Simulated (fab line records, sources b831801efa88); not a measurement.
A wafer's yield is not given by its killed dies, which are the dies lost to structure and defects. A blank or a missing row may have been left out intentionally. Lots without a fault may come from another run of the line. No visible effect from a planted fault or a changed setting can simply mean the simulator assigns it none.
A single fault, viewed from 2 desks | flow sky130 | what lay behind the numbers comes last; until then each desk has only its own

== FOR THE TOOL OWNER'S DESK: cvd-w-02 ==
The tool's own readings at SKY_LI_CONTACT_CVD_21 (deposits W, target thk 400 nm, time 120.56 s): means of the sampled wafers that have a number, for each lot that ran on this tool. The brackets show how far a lot's mean lies from the usual mean; more than 4 standard deviations puts the lot out of limits, marked OUT.
Columns: A = chamber-pressure-Torr at SKY_LI_CONTACT_CVD_21, usual 40.00 Torr; B = heater-power-w at SKY_LI_CONTACT_CVD_21, usual 876 W
lot  | first seen here | A                       | B
L109 | day 29 14:18    | 40.08                   | 789
L111 | day 29 21:46    | 40.07                   | 794
L113 | day 30 06:12    | 31.12 (-99 or more) OUT | 779
L115 | day 31 04:52    | 31.08 (-99 or more) OUT | 785
L116 | day 31 16:59    | 31.22 (-99) OUT         | 789
L123 | day 34 05:55    | 40.07                   | 799
L126 | day 34 19:43    | 39.96                   | 784
L127 | day 35 03:35    | 40.07                   | 781
L128 | day 35 09:23    | 40.09                   | 789
L129 | day 35 12:00    | 39.99                   | 789
This desk's finding: out of limits on L113, L115, L116; first on L113, day 30 06:12 (chamber-pressure-Torr at SKY_LI_CONTACT_CVD_21). Within limits: L109, L111, L123, L126, L127, L128, L129.

== METROLOGY DESK ==
Lot by lot, what the gauges showed, no matter which tool ran the lot: averages of those sampled wafers that carry a number. The brackets show how far a lot's mean lies from the usual mean; more than 4 standard deviations puts the lot out of limits, marked OUT.
Columns: A = PWDE_RS at SKY_NWELL_RS_MEAS_31, usual 5279 ohm/sq; B = VT_ADJUST_HVTR_OVL at SKY_VT_ADJUST_HVTR_OVL_MEAS_08, usual -0.1 nm; C = LI_CONTACT_W_RS at SKY_LI_CONTACT_RS_MEAS_22, usual 0.2846 ohm/sq; D = LI_CONTACT_W_THK at SKY_LI_CONTACT_THK_MEAS_23, usual 403 nm; E = cd-nm at SKY_VIA1_CD_MEAS_12, usual 150.0 nm
lot  | first seen here | A    | B    | C                | D              | E
L109 | day 5 15:56     | 5252 | -0.8 | 0.2850           | 403            | 149.5
L111 | day 5 19:05     | 5305 | 0.2  | 0.2792           | 412            | 152.7
L113 | day 6 02:00     | 5271 | -3.2 | 0.3238 (+14) OUT | 353 (-8.6) OUT | 147.1
L115 | day 6 19:30     | 5302 | -0.2 | 0.3222 (+13) OUT | 353 (-8.7) OUT | 150.9
L116 | day 7 01:12     | 5265 | 1.7  | 0.3203 (+13) OUT | 363 (-6.9) OUT | 148.8
L123 | day 9 01:22     | 5290 | -1.4 | 0.2856           | 400            | 149.3
L126 | day 9 14:49     | 5296 | 0.3  | 0.2859           | 399            | 151.0
L127 | day 9 23:47     | 5274 | -0.3 | 0.2828           | 399            | 150.0
L128 | day 10 06:00    | 5300 | -0.3 | 0.2847           | 395            | 148.9
L129 | day 10 06:39    | 5279 | -0.3 | 0.2826           | 409            | 149.2
L131 | day 10 20:33    | 5265 | 0.8  | 0.2838           | 398            | 147.9
L132 | day 11 04:37    | 5269 | 0.7  | 0.2875           | 402            | 147.2
Per this desk, out of limits: L113, L115, L116; the first was L113, day 30 06:21 (LI_CONTACT_W_RS at SKY_LI_CONTACT_RS_MEAS_22). Within limits: L109, L111, L123, L126, L127, L128, L129, L131, L132.

== BROUGHT TOGETHER ==
On L113, L115, L116, at day 30 06:12, an alarm was possible from the tool owner's desk.
The metrology desk could have raised an alarm at day 30 06:21, on L113, L115, L116.
SKY_LI_CONTACT_CVD_21 was run on cvd-w-02 by each of the lots named.

== WHAT THE SIMULATOR HAD INSERTED ==
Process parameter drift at SKY_LI_CONTACT_CVD_21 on cvd-w-02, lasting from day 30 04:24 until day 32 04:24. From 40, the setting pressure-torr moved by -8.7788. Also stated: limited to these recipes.
Lots struck among those shown: L113, L115, L116.
Time in hours from fault onset to the first out-of-limits reading at each desk: tool owner's desk 2, metrology desk 2.
